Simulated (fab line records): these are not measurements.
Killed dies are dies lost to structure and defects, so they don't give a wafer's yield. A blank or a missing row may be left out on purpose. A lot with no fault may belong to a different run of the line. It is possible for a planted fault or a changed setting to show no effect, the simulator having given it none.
Which of the tools did it? + flow gf180mcu + 42 wafers sampled from 14 lots at 1 step of a route of 602

== WHAT EACH GAUGE READ, for each wafer ==
GF_V5_RS_MEAS_24: measurement is done with a four-point probe. Usual: V5_W_RS 0.328 ohm/sq, standard deviation 0.0056.
| lot  | measured     | on            | V5_W_RS (ohm/sq)  | flag |
|------|--------------|---------------|-------------------|------|
| L652 | day 27 06:33 | film-metro-03 | 0.327 0.330 0.329 |      |
| L654 | day 27 14:51 | film-metro-02 | 0.329 0.331 0.319 |      |
| L655 | day 28 07:32 | film-metro-04 | 0.334 0.320 0.328 |      |
| L656 | day 28 07:44 | film-metro-02 | 0.326 0.329 0.330 |      |
| L657 | day 28 13:56 | film-metro-04 | 0.316 0.332 0.315 |      |
| L658 | day 29 03:14 | film-metro-04 | 0.330 0.333 0.315 |      |
| L659 | day 29 05:02 | film-metro-03 | 0.331 0.331 0.335 |      |
| L660 | day 29 11:44 | film-metro-04 | 0.318 0.321 0.333 |      |
| L661 | day 29 18:25 | film-metro-03 | 0.333 0.331 0.338 |      |
| L666 | day 31 12:55 | film-metro-02 | 0.333 0.322 0.335 |      |
| L669 | day 32 02:44 | film-metro-02 | 0.328 0.330 0.329 |      |
| L670 | day 32 10:52 | film-metro-04 | 0.329 0.331 0.331 |      |
| L671 | day 32 19:58 | film-metro-04 | 0.332 0.332 0.333 |      |
| L672 | day 32 21:16 | film-metro-04 | 0.330 0.320 0.333 |      |

== WHAT TOOL EACH LOT RAN ON (gives the tool, then ch and the chambers of the sampled wafers, and finally the start) ==
The record shows no process step preceding these readings.

== WHAT THE TOOLS THEMSELVES READ (means of the sampled wafers that have a number; where no wafer has one, the mark that the record gives instead) ==
The record holds no such reading with a usual standard deviation.

== THE ANSWER, worked out from the rows above alone ==
Rule: a lot counts as off when the mean over its wafers that have a number is more than 3 standard deviations away from the usual mean. Also off: a lot with no number at a reading for which 4 or more lots have one. The other lots that the step has rows for count as sound. The gauges are gone through in route order, then the tools' own readings, and for those a lot's mean is taken as printed above. At the first step where some lot is off, the reading lying furthest off is the one used; lots without a number count as furthest.
No lot is off at any reading shown: from this, nothing can be told.

== WHAT THE SIMULATOR HAD PUT IN ==
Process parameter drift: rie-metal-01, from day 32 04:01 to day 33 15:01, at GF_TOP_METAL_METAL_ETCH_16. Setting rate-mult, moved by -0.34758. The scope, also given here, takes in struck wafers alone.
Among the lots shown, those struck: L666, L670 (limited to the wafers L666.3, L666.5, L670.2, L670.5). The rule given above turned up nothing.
